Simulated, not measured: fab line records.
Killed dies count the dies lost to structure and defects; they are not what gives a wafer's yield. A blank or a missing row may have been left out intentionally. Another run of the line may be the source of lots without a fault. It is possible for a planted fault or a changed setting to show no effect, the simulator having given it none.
fab line records	flow gf180mcu
[record] lots = 13	wafers = 38	lastDay = 34
route steps=602 shown VT_IMPLANT@110 HV_LDD@234 SAB@275 SALICIDE@280
lots untouched by any fault: they come from a run of this same line in which no faults occurred
startH: hours from the record's opening day to when the first of the lot's shown wafers began	waitH: hours from the lot's prior step to this one	" as in the row above	L1.1+2: a row that stands for several wafers	- no value, or no start was given	* or withheld: withheld	< > ~ a bound
route shown NAME@n: NAME is a module with steps in the file, n the number in the route of the first one	usual: mean/standard deviation of fault-free wafers	same: alike in all rows	chamber/n: place in a boat	sites: each site's reading	_std_site: the standard deviation of these	_edge_site: the outer-site mean with the inner-site mean subtracted	radiusMm: for every site, how far away it sits from the centre of the wafer	mask NAME#n: copy n	behind: tool/chamber where the wafer was last shaped	hold: cause of the lot's hold/its duration in hours/its outcome	device: the transistor (n, p or np) that didn't switch	end of line: the same wafers' tests at the end of the route	step lacking rows: just its recipe	killed: dies that structure and defects cost at the first sort, which is not the same as the wafer's yield	map: a wafer's dies, marking killed ones x, the rest . and places with no die _
set.NAME: the setting the step ran with; set.NAME@STEP: the setting that earlier step ran with	model.NAME: the simulator's own value behind a step, which no gauge read
steps of the route over a sample of lots; a table a step, a row a wafer
services: the hour from which a tool's chamber was out of use, counted from the record's first day as startH (under 0 if before that day), plus the number of hours and why
[[steps]]
[step GF_VT_IMPLANT_STRIP_20]
[recipe] chemistry = O2/N2	powerW = 1400	pressureMtorr = 1500	platenTempC = 250	o2FlowSccm = 3000	n2FlowSccm = 300	overashFraction = 0.5
[usual] drypumpMotorCurrentA = 5.8/0.38	heaterPowerW = 349/47	o2FlowSccm = 3001/9.3	oesProductAu = 0.716/0.0044	platenTempC = 249.97/0.19	stripTimeToEndpointS = 12.65/0.031
lot.wafer	tool	chamber	startH	waitH	drypumpMotorCurrentA	heaterPowerW	o2FlowSccm	oesProductAu	platenTempC	rfHoursCounterH	stripTimeToEndpointS
L450.3	plasmaAsher-01	0	125.01	0.1	5.8	402	2992	0.720	250.10	-	12.66
L450.4	"	1	"	"	5.5	306	2990	0.717	250.03	-	12.61
L450.5	"	0	"	"	5.8	400	3004	0.717	250.06	-	12.66
L451.1	plasmaAsher-02	0	133.01	0.1	5.5	340	3028	0.714	250.09	2	12.67
L451.3	"	1	"	"	5.7	431	2998	0.714	249.69	-	12.64
L451.4	"	0	"	"	5.5	325	3021	0.717	250.04	-	12.63
L452.2	plasmaAsher-02	1	136.99	0.1	5.7	418	2991	0.712	250.03	2	12.67
L452.3	"	0	"	"	5.5	331	3006	0.716	250.02	-	12.66
L452.6	"	1	"	"	5.8	419	2994	0.714	249.74	-	12.64
L453.1	plasmaAsher-04	0	145.78	0.1	6.6	287	3007	0.722	250.06	50	12.69
L453.2	"	1	"	"	5.5	357	2990	0.718	250.24	50	12.65
L453.6	"	1	"	"	5.5	347	2987	0.718	250.02	-	12.64
L455.3	plasmaAsher-02	1	157.99	0.1	5.7	416	3018	0.710	250.18	-	12.69
L455.4	"	0	"	"	5.5	334	3002	0.711	249.76	-	12.69
L455.5	"	1	"	"	5.7	413	3002	0.713	249.87	-	12.71
L456.1	plasmaAsher-01	0	162.96	0.1	5.8	397	2995	0.714	250.11	48	12.61
L456.2	"	1	"	"	5.5	313	2999	0.719	250.01	48	12.62
L456.4	"	1	"	"	5.5	303	2999	0.718	250.05	-	12.62
L457.1	plasmaAsher-01	0	169.14	0.1	5.8	393	2989	0.717	250.04	49	12.70
L457.4	"	1	"	"	5.5	314	2999	0.714	250.06	-	12.69
L459.1	plasmaAsher-02	0	182.63	0.1	5.5	333	3002	0.721	249.86	6	12.66
L459.4	"	0	"	"	5.5	331	2994	0.715	250.11	-	12.66
L459.5	"	1	"	"	5.7	417	2995	0.709	250.17	-	12.69
L460.3	plasmaAsher-04	1	188.28	0.1	5.5	347	3008	0.716	250.00	-	12.66
L460.5	"	1	"	"	5.5	353	2986	0.726	249.92	-	12.66
L460.6	"	0	"	"	6.6	286	2999	0.713	249.75	-	12.63
L462.2	plasmaAsher-02	1	200.70	0.1	5.8	431	3003	0.714	249.96	8	12.64
L462.5	"	1	"	"	5.7	419	2993	0.718	249.85	-	12.67
L462.6	"	0	"	"	5.5	334	2998	0.706	250.01	-	12.65
L463.1	plasmaAsher-01	1	207.70	0.1	5.5	304	3012	0.723	249.83	53	12.61
L463.4	"	1	"	"	5.5	308	3010	0.715	249.79	-	12.67
L463.5	"	0	"	"	5.8	400	2999	0.719	250.29	-	12.62
L466.1	plasmaAsher-04	1	228.49	0.1	5.5	358	2984	0.716	249.95	58	12.65
L466.3	"	1	"	"	5.5	357	2981	0.707	250.17	-	12.60
L466.6	"	0	"	"	6.6	295	3008	0.713	249.96	-	12.63
L473.1	plasmaAsher-04	1	277.43	0.1	5.5	350	2998	0.720	250.07	63	12.65
L473.4	"	0	"	"	6.6	281	3011	0.715	250.32	-	12.65
L473.5	"	0	"	"	6.6	289	3019	0.715	250.22	-	12.67
[step GF_HV_LDD_ETCHBACK_58]
[recipe] chemistry = CH3F/O2	target = Si3N4	stopOn = SiO2	sourceW = 400	biasW = 80	pressureMtorr = 25	ch3fFlowSccm = 40	O2_flow_sccm = 30	timeS = 100	targetDepthA = 900
[usual] biasW = 80.02/0.21	ch3fFlowSccm = 39.99/0.12	drypumpMotorCurrentA = 5.6/0.36	oesProductAu = 0.841/0.0071	throttleValvePct = 10.561/0.0097
lot.wafer	tool	chamber	startH	waitH	biasW	ch3fFlowSccm	drypumpMotorCurrentA	oesProductAu	rfHoursCounterH	throttleValvePct
L450.3	rieDiel-01	0	278.09	0.0	79.93	40.10	6.2	0.826	14	10.534
L450.4	"	2	"	"	79.68	39.91	5.5	0.844	94	10.555
L450.5	"	3	"	"	80.18	39.97	5.4	0.833	-	10.551
L451.1	rieDiel-02	1	283.59	0.1	80.17	40.07	5.1	0.849	2	10.567
L451.3	"	3	"	"	80.24	40.06	6.1	0.841	112	10.557
L451.4	"	0	"	"	79.98	39.99	5.7	0.841	96	10.552
L452.2	rieDiel-02	0	286.54	0.0	80.00	39.95	5.7	0.849	97	10.571
L452.3	"	3	"	"	79.53	39.88	6.1	0.844	112	10.572
L452.6	"	2	"	"	80.03	39.85	5.8	0.855	-	10.572
L453.1	rieDiel-02	3	299.10	0.1	79.96	39.90	6.1	0.843	113	10.557
L453.2	"	2	"	"	79.85	40.16	5.7	0.835	14	10.559
L453.6	"	3	"	"	80.00	39.67	6.1	0.836	-	10.587
L455.3	rieDiel-03	0	315.59	0.0	80.58	39.90	5.3	0.834	108	10.564
L455.4	"	2	"	"	80.24	39.98	5.4	0.828	21	10.556
L455.5	"	3	"	"	80.05	40.01	6.1	0.830	-	10.548
L456.1	rieDiel-03	0	324.29	0.1	80.26	40.02	5.3	0.842	109	10.564
L456.2	"	3	"	"	79.76	40.16	6.1	0.849	82	10.562
L456.4	"	2	"	"	80.10	40.05	5.4	0.846	22	10.558
L457.1	rieDiel-02	0	332.78	0.1	80.01	40.04	5.7	0.854	98	10.570
L457.4	"	3	"	"	79.92	40.11	6.1	0.841	114	10.560
L459.1	rieDiel-02	1	350.28	0.1	79.52	40.01	5.1	0.835	4	10.561
L459.4	"	2	"	"	79.90	40.10	5.7	0.841	16	10.570
L459.5	"	1	"	"	79.74	39.91	5.0	0.836	-	10.568
L460.3	rieDiel-01	3	357.14	0.0	80.36	39.93	5.4	0.841	81	10.568
L460.5	"	2	"	"	80.04	40.05	5.5	0.854	-	10.558
L460.6	"	3	"	"	79.98	39.83	5.4	0.838	-	10.551
L462.2	rieDiel-03	3	376.83	0.0	80.08	40.02	6.1	0.835	83	10.555
L462.5	"	0	"	"	79.94	39.84	5.3	0.830	-	10.566
L462.6	"	1	"	"	79.72	40.18	5.9	0.831	-	10.563
L463.1	rieDiel-02	2	381.23	0.1	80.20	39.90	5.7	0.841	16	10.557
L463.4	"	1	"	"	79.99	40.12	5.1	0.835	4	10.558
L463.5	"	1	"	"	80.12	39.99	5.1	0.843	-	10.560
L466.1	rieDiel-03	2	406.04	0.1	80.04	39.91	5.3	0.846	24	10.561
L466.3	"	1	"	"	73.73	40.00	5.9	0.843	43	10.566
L466.6	"	3	"	"	80.43	39.80	6.2	0.830	-	10.564
L473.1	rieDiel-01	1	469.75	0.1	79.98	40.03	5.4	0.848	8	10.556
L473.4	"	0	"	"	80.13	39.89	6.1	0.844	20	10.569
L473.5	"	3	"	"	80.53	39.92	5.4	0.849	-	10.542
[step GF_SAB_ETCH_11]
[recipe] chemistry = C4F8/O2/Ar	maskMaterial = NOVOLAK	target = SiO2	targetDepthNm = 55	sourceW = 1500	biasW = 1200	pressureMtorr = 40	c4f8FlowSccm = withheld	O2_flow_sccm = 6	Ar_flow_sccm = 300	timeS = 8.5
[usual] oesProductAu = 0.994/0.01
lot.wafer	tool	chamber	startH	waitH	oesProductAu	rfHoursCounterH
L450.3	rieDiel-01	0	341.07	0.0	0.976	17
L450.4	"	3	"	"	0.983	81
L450.5	"	0	"	"	0.984	-
L451.1	rieDiel-01	1	346.37	0.0	0.996	4
L451.3	"	0	"	"	0.987	17
L451.4	"	2	"	"	1.002	97
L452.2	rieDiel-03	0	349.32	0.0	1.015	109
L452.3	"	1	"	"	0.994	41
L452.6	"	2	"	"	0.987	-
L453.1	rieDiel-04	2	363.81	0.0	1.000	28
L453.2	"	3	"	"	1.012	109
L453.6	"	1	"	"	1.015	-
L455.3	rieDiel-01	0	382.52	0.0	0.986	18
L455.4	"	1	"	"	0.989	5
L455.5	"	3	"	"	0.983	-
L456.1	rieDiel-01	1	392.21	0.0	0.999	5
L456.2	"	2	"	"	0.998	98
L456.4	"	0	"	"	1.009	18
L457.1	rieDiel-01	0	400.61	0.0	0.985	18
L457.4	"	2	"	"	1.000	98
L459.1	rieDiel-01	0	420.09	0.0	0.986	19
L459.4	"	1	"	"	1.001	6
L459.5	"	1	"	"	1.007	-
L460.3	rieDiel-01	1	426.66	0.0	1.007	6
L460.5	"	3	"	"	0.985	-
L460.6	"	0	"	"	0.983	-
L462.2	rieDiel-04	1	448.44	0.0	0.995	12
L462.5	"	3	"	"	0.996	-
L462.6	"	2	"	"	0.994	-
L463.1	rieDiel-03	2	452.84	0.0	0.986	25
L463.4	"	0	"	"	0.993	1
L463.5	"	3	"	"	1.017	-
L466.1	rieDiel-04	0	478.12	0.0	0.971	5
L466.3	"	3	"	"	1.001	1
L466.6	"	1	"	"	1.008	-
L473.1	rieDiel-04	0	540.71	0.0	0.978	7
L473.4	"	3	"	"	0.992	2
L473.5	"	0	"	"	0.990	-
[step GF_SALICIDE_SPUTTER_02]
[recipe] material = Co	targetThkNm = 10	powerW = 1000	timeS = 20	chamberPressurePa = 0.4
[usual] throttleValvePct = 29.7/1
lot.wafer	tool	chamber	startH	waitH	throttleValvePct
L450.3	pvdSputter-04	-	341.42	0.0	29.3
L450.4	"	-	"	"	31.0
L450.5	"	-	"	"	29.3
L451.1	pvdSputter-04	-	346.73	0.0	29.2
L451.3	"	-	"	"	31.0
L451.4	"	-	"	"	31.1
L452.2	pvdSputter-04	-	349.67	0.0	31.0
L452.3	"	-	"	"	29.5
L452.6	"	-	"	"	29.2
L453.1	pvdSputter-02	-	364.15	0.0	30.4
L453.2	"	-	"	"	28.9
L453.6	"	-	"	"	30.7
L455.3	pvdSputter-01	-	382.89	0.0	28.9
L455.4	"	-	"	"	30.8
L455.5	"	-	"	"	28.7
L456.1	pvdSputter-01	-	392.55	0.0	31.0
L456.2	"	-	"	"	30.8
L456.4	"	-	"	"	28.9
L457.1	pvdSputter-04	-	400.96	0.0	31.0
L457.4	"	-	"	"	29.9
L459.1	pvdSputter-02	-	420.43	0.0	30.4
L459.4	"	-	"	"	31.0
L459.5	"	-	"	"	30.1
L460.3	pvdSputter-04	-	427.00	0.0	29.5
L460.5	"	-	"	"	29.3
L460.6	"	-	"	"	31.0
L462.2	pvdSputter-01	-	448.79	0.0	29.0
L462.5	"	-	"	"	28.7
L462.6	"	-	"	"	29.8
L463.1	pvdSputter-02	-	453.18	0.0	27.9
L463.4	"	-	"	"	30.4
L463.5	"	-	"	"	30.5
L466.1	pvdSputter-04	-	478.48	0.0	31.2
L466.3	"	-	"	"	29.8
L466.6	"	-	"	"	29.3
L473.1	pvdSputter-01	-	541.04	0.0	29.8
L473.4	"	-	"	"	30.9
L473.5	"	-	"	"	29.9
[[services]]
tool	chamber	startH	hours	kind
rieDiel-01	3	127.32	6.5	repair
rieDiel-03	0	151.13	4.2	repair
rieDiel-01	2	152.91	1.9	repair
rieDiel-01	-	158.49	2.1	repair
rieDiel-02	-	165.58	0.6	repair
rieDiel-02	0	208.71	5.3	repair
rieDiel-03	2	213.97	6.2	repair
rieDiel-03	3	259.79	10.2	repair
rieDiel-03	-	270.35	0.2	repair
rieDiel-01	-	271.82	5.2	repair
rieDiel-03	-	272.49	28.1	pm
rieDiel-01	-	284.66	0.5	repair
rieDiel-02	-	285.39	0.5	repair
rieDiel-03	-	325.55	14.6	pm
rieDiel-02	-	344.53	1.8	repair
rieDiel-03	0	351.11	5.2	repair
pvdSputter-04	-	372.69	2.2	repair
rieDiel-01	2	396.87	1.7	repair
rieDiel-03	0	413.52	2.7	repair
rieDiel-02	-	430.35	4.3	pm
rieDiel-01	-	456.09	2.8	pm
rieDiel-03	0	469.80	9.6	repair
pvdSputter-04	-	484.49	1.3	repair
rieDiel-03	2	531.98	3.5	repair
[[key]]
[firstSign] step = GF_HV_LDD_ETCHBACK_58	reading = biasW	direction = down	sigmas = 29	usual = 80.02	struck = 73.73
effect none on later readings
metAt GF_HV_LDD_ETCHBACK_58
struckLots L466
struckWafers L466.3
testerLeftOut L466
notActingAt GF_VT_IMPLANT_STRIP_20,GF_SAB_ETCH_11,GF_SALICIDE_SPUTTER_02
onsetBetween 376.83 406.04
[fault] kind = processParameterDrift	tool = rieDiel-03	chamber = 1	onsetH = 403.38	steps = GF_HV_LDD_ETCHBACK_58	channel = biasW	offset = -6.2805	shape = step	endH = 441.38	actsIn = theseRecipesOnly	stated = 80
// testerLeftOut: of these lots the tester's yield and bins aren't shown, on N5 and GAA mostly nor the transistor test; their killed dies are dies lost to structure and defects alone, not to doping, threshold or leakage, so they don't give the yield
